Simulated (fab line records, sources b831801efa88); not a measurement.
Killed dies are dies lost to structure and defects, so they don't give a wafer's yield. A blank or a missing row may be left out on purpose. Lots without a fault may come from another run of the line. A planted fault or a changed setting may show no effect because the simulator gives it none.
Which tool did it? | flow gf180mcu | 13 lots, 39 wafers sampled, at 4 steps of a route of 602

WHAT THE GAUGES READ, wafer by wafer
GF_HV_LDD_TW_MEAS_23.
lot  | measured     | on            | HV_LDD_2_TW
L522 | day 11 07:53 | film_metro-02 | 1065 1063 1057
L523 | day 11 19:00 | film_metro-04 | 1080 1081 1080
L524 | day 11 23:49 | film_metro-04 | 1075 1076 1076
L525 | day 12 04:12 | film_metro-04 | 1079 1080 1077
L526 | day 12 06:30 | film_metro-02 | 1062 1063 1058
L527 | day 12 16:08 | film_metro-02 | 1061 1060 1063
L530 | day 14 02:50 | film_metro-02 | 1072 1070 1067
L531 | day 14 04:14 | film_metro-01 | 1024 1023 1027
L535 | day 15 08:33 | film_metro-01 | 1026 1021 1022
L539 | day 16 09:53 | film_metro-01 | 963 958 968
L541 | day 17 03:53 | film_metro-01 | 973 976 969
L542 | day 17 11:44 | film_metro-01 | 1025 1025 1031
L544 | day 18 01:53 | film_metro-02 | 1064 1065 1067

GF_CONTACT_OVL_MEAS_15.
lot  | measured     | on         | CONTACT_OVL (nm)
L522 | day 16 17:10 | overlay-02 | -3 2 1
L523 | day 17 05:16 | overlay-02 | -12 -10 2
L524 | day 17 12:16 | overlay-01 | -1 0 -9
L525 | day 17 18:05 | overlay-01 | 6 4 4
L526 | day 17 19:40 | overlay-01 | -1 -4 -12
L527 | day 18 08:55 | overlay-02 | -2 4 4
L530 | day 20 01:40 | overlay-02 | 0 -3 -2
L531 | day 20 03:42 | overlay-02 | -10 -4 -12
L535 | day 21 11:22 | overlay-01 | 6 0 4
L539 | day 22 14:09 | overlay-01 | -2 -5 -2
L541 | day 23 08:25 | overlay-01 | -4 -7 -6
L542 | day 23 16:56 | overlay-02 | -4 1 -2
L544 | day 24 07:10 | overlay-02 | -1 -7 -8

WHICH TOOL RAN EACH LOT (tool, then ch and the chambers of the sampled wafers, then the start)
lot  | GF_HV_LDD_IMPLANT_21            | GF_SALICIDE_SPUTTER_03
L522 | implanter-03 ch 0, day 11 07:38 | pvd_sputter-04, day 15 17:50
L523 | implanter-01 ch 0, day 11 18:46 | pvd_sputter-03, day 16 05:18
L524 | implanter-04 ch 0, day 11 23:35 | pvd_sputter-03, day 16 12:27
L525 | implanter-01 ch 0, day 12 03:57 | pvd_sputter-03, day 16 17:56
L526 | implanter-01 ch 0, day 12 06:17 | pvd_sputter-01, day 16 19:46
L527 | implanter-04 ch 0, day 12 15:53 | pvd_sputter-01, day 17 08:14
L530 | implanter-03 ch 0, day 14 02:35 | pvd_sputter-03, day 18 23:20
L531 | implanter-04 ch 0, day 14 04:00 | pvd_sputter-04, day 19 01:46
L535 | implanter-01 ch 0, day 15 08:20 | pvd_sputter-01, day 20 10:11
L539 | implanter-01 ch 0, day 16 09:38 | pvd_sputter-04, day 21 13:40
L541 | implanter-01 ch 0, day 17 03:38 | pvd_sputter-04, day 22 08:22
L542 | implanter-03 ch 0, day 17 11:29 | pvd_sputter-01, day 22 16:41
L544 | implanter-03 ch 0, day 18 01:38 | pvd_sputter-04, day 23 07:25
- GF_HV_LDD_IMPLANT_21
- GF_SALICIDE_SPUTTER_03: material TiN, target thk 20 nm, time 16.7 s.

WHAT THE TOOLS THEMSELVES READ (means of the sampled wafers that have a number; where no wafer has one, the mark that the record gives instead)
GF_HV_LDD_IMPLANT_21.
lot  | tool         | beam_on_s (s) | dose_ions_cm2 | faraday_current_uA | tilt_deg (degrees)
L522 | implanter-03 | 10.02         | 4.986e+13     | 282                | 7.003
L523 | implanter-01 | 10.17         | 4.995e+13     | 277                | 7.044
L524 | implanter-04 | 9.89          | 5.000e+13     | 285                | 7.021
L525 | implanter-01 | 10.16         | 4.998e+13     | 278                | 7.000
L526 | implanter-01 | 9.94          | 5.000e+13     | 283                | 6.994
L527 | implanter-04 | 9.84          | 4.999e+13     | 286                | 6.991
L530 | implanter-03 | 9.95          | 4.991e+13     | 283                | 6.993
L531 | implanter-04 | 9.73          | 4.997e+13     | 289                | 6.995
L535 | implanter-01 | 10.13         | 4.995e+13     | 279                | 6.987
L539 | implanter-01 | 8.37          | 4.993e+13     | 336                | 6.996
L541 | implanter-01 | 8.23          | 4.994e+13     | 342                | 7.023
L542 | implanter-03 | 9.90          | 5.000e+13     | 284                | 7.004
L544 | implanter-03 | 9.94          | 4.994e+13     | 284                | 6.964

GF_SALICIDE_SPUTTER_03.
lot  | tool           | throttle_valve_pct (%)
L522 | pvd_sputter-04 | 31.0
L523 | pvd_sputter-03 | 30.5
L524 | pvd_sputter-03 | 30.8
L525 | pvd_sputter-03 | 31.0
L526 | pvd_sputter-01 | 29.9
L527 | pvd_sputter-01 | 29.8
L530 | pvd_sputter-03 | 30.6
L531 | pvd_sputter-04 | 31.0
L535 | pvd_sputter-01 | 29.6
L539 | pvd_sputter-04 | 31.2
L541 | pvd_sputter-04 | 30.9
L542 | pvd_sputter-01 | 29.4
L544 | pvd_sputter-04 | 31.3

THE ANSWER, worked out from the rows above alone
Rule: what is usual is taken from the lots themselves. Put in order of their means at a reading, lots are off if they are a third of the lots or fewer, leave a main group of 4 or more, and stand apart from it by a gap of 3 or more times the standard deviation of the main group's means; of several such gaps the widest counts. A main group whose means are all the same, to the digits that the tables above print for the reading, isn't used. A lot without any number at a reading at which 4 lots or more have one is off too. The other lots that the step has rows for count as sound. The gauges are gone through in route order, then the tools' own readings, and for those a lot's mean is taken as printed above. The first step at which some lot is off is used, and at that step the reading that is off furthest; a lot without a number counts as furthest.
Off: L539, L541, at GF_HV_LDD_IMPLANT_21 (faraday_current_uA). The main group: mean 283, standard deviation 3.4.
A tool fits if, at that step or a process step before it, it ran every lot that is off, and no sound lot after the first of them. One fits: implanter-01 at GF_HV_LDD_IMPLANT_21. Its last sound lot is L535 (day 15 08:20), its first lot that is off L539 (day 16 09:38): a fault that began between those two fits.
The tool's own readings at GF_HV_LDD_IMPLANT_21 bear it out: on the lots that are off they differ by more than 5 times the standard deviation of the sound lots' means. beam_on_s reads 8.30 s there against 9.97 s on the sound lots; faraday_current_uA reads 339 there against 283 on the sound lots.

WHAT THE SIMULATOR HAD PUT IN
Process parameter drift: implanter-01, from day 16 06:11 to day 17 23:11, at GF_HV_LDD_IMPLANT_21. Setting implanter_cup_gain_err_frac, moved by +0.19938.
Lots struck among those shown: L539, L541. The rule above found the same.
